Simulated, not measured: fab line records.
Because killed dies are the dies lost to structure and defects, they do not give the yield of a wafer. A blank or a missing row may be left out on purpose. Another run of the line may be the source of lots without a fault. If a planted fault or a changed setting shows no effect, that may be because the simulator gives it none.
Which tool did it?	flow gf180mcu	14 lots with 42 wafers sampled at 4 steps, on a route of 602 steps

== WHAT THE GAUGES SHOWED, per wafer ==
GF_MVSD_TW_MEAS_11. Usual: for MVSD_TW the level is 1572 and the standard deviation is 15.
lot	measured	on	MVSD_TW	flag
L377	day 4 11:38	filmMetro-04	1556 1544 1551	
L378	day 4 17:43	filmMetro-02	1564 1576 1562	
L379	day 4 21:52	filmMetro-03	1594 1591 1583	
L380	day 5 02:38	filmMetro-02	1553 1553 1554	
L382	day 5 14:51	filmMetro-03	1574 1571 1572	
L383	day 5 20:44	filmMetro-04	1553 1553 1547	
L384	day 6 03:16	filmMetro-04	1561 1556 1553	
L385	day 6 15:32	filmMetro-02	1563 1563 1567	
L388	day 7 07:30	filmMetro-03	1582 1583 1580	
L389	day 7 11:18	filmMetro-03	1587 1590 1582	
L393	day 8 08:42	filmMetro-02	1586 1582 1589	
L395	day 8 21:26	filmMetro-03	1589 1580 1582	
L399	day 9 19:58	filmMetro-02	1583 1582 1590	
L400	day 10 00:44	filmMetro-04	1563 1564 1563	

GF_CONTACT_OVL_MEAS_15. Usual: for CONTACT_OVL the level is 1 nm and the standard deviation is 5.2.
lot	measured	on	CONTACT_OVL (nm)	flag
L377	day 15 22:43	overlay-02	1 5 2	
L378	day 16 09:27	overlay-01	-3 7 2	
L379	day 16 16:22	overlay-02	-4 4 1	
L380	day 16 22:57	overlay-02	-11 -8 -4	
L382	day 18 03:05	overlay-02	2 5 8	
L383	day 18 09:37	overlay-01	-1 -4 -14	
L384	day 18 19:22	overlay-02	9 9 3	
L385	day 19 16:27	overlay-02	0 3 9	
L388	day 20 16:55	overlay-01	-1 -1 4	
L389	day 20 16:07	overlay-01	-4 1 -5	
L393	day 22 04:34	overlay-01	-4 -6 1	
L395	day 22 22:43	overlay-02	-1 2 -2	
L399	day 23 20:09	overlay-02	-10 -3 -4	
L400	day 24 04:34	overlay-01	6 0 3	

== WHAT TOOL EACH LOT RAN ON (gives the tool, then ch and the chambers of the sampled wafers, and finally the start) ==
lot	GF_STI_ETCH_14	GF_SALICIDE_RTA_08
L377	rieSi-01 ch 0,2,3, day 2 01:26	rtpAnneal-01 ch 0, day 15 00:14
L378	rieSi-02 ch 0,1,2, day 2 05:53	rtpAnneal-01 ch 0, day 15 10:40
L379	rieSi-02 ch 0,1,3, day 2 10:59	rtpAnneal-02 ch 0, day 15 17:20
L380	rieSi-02 ch 0,1, day 2 16:11	rtpAnneal-02 ch 0, day 15 23:45
L382	rieSi-01 ch 1,2,3, day 3 03:08	rtpAnneal-02 ch 0, day 17 03:19
L383	rieSi-01 ch 0,1, day 3 08:17	rtpAnneal-02 ch 0, day 17 09:45
L384	rieSi-01 ch 2,3, day 3 13:20	rtpAnneal-01 ch 0, day 17 19:01
L385	rieSi-01 ch 1,2,3, day 3 18:50	rtpAnneal-02 ch 0, day 18 16:13
L388	rieSi-01 ch 1,2, day 4 12:05	rtpAnneal-01 ch 0, day 19 16:08
L389	rieSi-02 ch 0,1, day 4 16:14	rtpAnneal-02 ch 0, day 19 15:20
L393	rieSi-02 ch 2,3, day 5 13:35	rtpAnneal-01 ch 0, day 21 03:44
L395	rieSi-02 ch 0,1, day 6 00:41	rtpAnneal-01 ch 0, day 21 22:46
L399	rieSi-01 ch 0,2,3, day 6 19:47	rtpAnneal-01 ch 0, day 22 20:12
L400	rieSi-01 ch 0,2, day 7 00:35	rtpAnneal-01 ch 0, day 23 05:07
- GF_STI_ETCH_14: etches Si in HBr/Cl2/O2, target depth 360 nm, time 102.9 s.
- GF_SALICIDE_RTA_08: time 30 s.

== WHAT THE TOOLS THEMSELVES READ (means of the sampled wafers that have a number; where no wafer has one, the mark that the record gives instead) ==
GF_STI_ETCH_14. Usual: drypumpMotorCurrentA 5.7 A, standard deviation 0.52; oesProductAu 1.003 a.u., standard deviation 0.011; rfFwdPowerW 596.4 W, standard deviation 2; throttleValvePct 25.654 %, standard deviation 0.011.
lot	tool	drypumpMotorCurrentA (A)	oesProductAu (a.u.)	rfFwdPowerW (W)	throttleValvePct (%)	flag
L377	rieSi-01	5.9	1.003	597.2	25.652	
L378	rieSi-02	5.2	0.997	594.9	25.661	
L379	rieSi-02	5.5	0.994	595.3	25.651	
L380	rieSi-02	4.9	0.994	592.7	25.667	
L382	rieSi-01	5.8	1.005	598.2	25.661	
L383	rieSi-01	6.1	1.014	596.9	25.641	
L384	rieSi-01	5.7	0.950	502.2	25.686	OFF
L385	rieSi-01	5.7	0.959	499.9	25.682	OFF
L388	rieSi-01	5.8	0.954	501.3	25.684	OFF
L389	rieSi-02	4.9	0.991	595.8	25.665	
L393	rieSi-02	6.3	1.000	596.0	25.667	
L395	rieSi-02	4.9	0.993	595.1	25.669	
L399	rieSi-01	5.8	1.011	597.2	25.643	
L400	rieSi-01	6.1	1.016	596.2	25.652	

GF_SALICIDE_RTA_08. Usual: lampPowerPct 17.3 %, standard deviation 0.33; wafer_temp_C_max 804.1, standard deviation 0.81.
lot	tool	lampPowerPct (%)	wafer_temp_C_max	flag
L377	rtpAnneal-01	17.5	804.4	
L378	rtpAnneal-01	17.5	804.0	
L379	rtpAnneal-02	16.9	804.7	
L380	rtpAnneal-02	16.9	804.0	
L382	rtpAnneal-02	16.9	804.4	
L383	rtpAnneal-02	16.9	804.5	
L384	rtpAnneal-01	17.5	804.0	
L385	rtpAnneal-02	16.9	804.5	
L388	rtpAnneal-01	17.6	804.1	
L389	rtpAnneal-02	16.9	804.6	
L393	rtpAnneal-01	17.5	804.8	
L395	rtpAnneal-01	17.5	803.7	
L399	rtpAnneal-01	17.6	804.1	
L400	rtpAnneal-01	17.5	803.8	

== THE ANSWER, worked out from the rows above alone ==
Rule: a lot counts as off when the mean over its wafers that have a number is more than 3 standard deviations away from the usual mean. A lot without any number at a reading at which 4 lots or more have one is off too. The other lots that the step has rows for count as sound. Order of review: gauges by route order, followed by the tools' own readings, for which a lot's mean as printed above is used. The first step at which some lot is off is used, and at that step the reading that is off furthest; a lot without a number counts as furthest.
Off: L384, L385, L388 (GF_STI_ETCH_14, rfFwdPowerW).
A tool fits if, at that step or a process step before it, it ran every lot that is off, and no sound lot after the first of them. Of those tried, none fits.

== WHAT THE SIMULATOR HAD PUT IN ==
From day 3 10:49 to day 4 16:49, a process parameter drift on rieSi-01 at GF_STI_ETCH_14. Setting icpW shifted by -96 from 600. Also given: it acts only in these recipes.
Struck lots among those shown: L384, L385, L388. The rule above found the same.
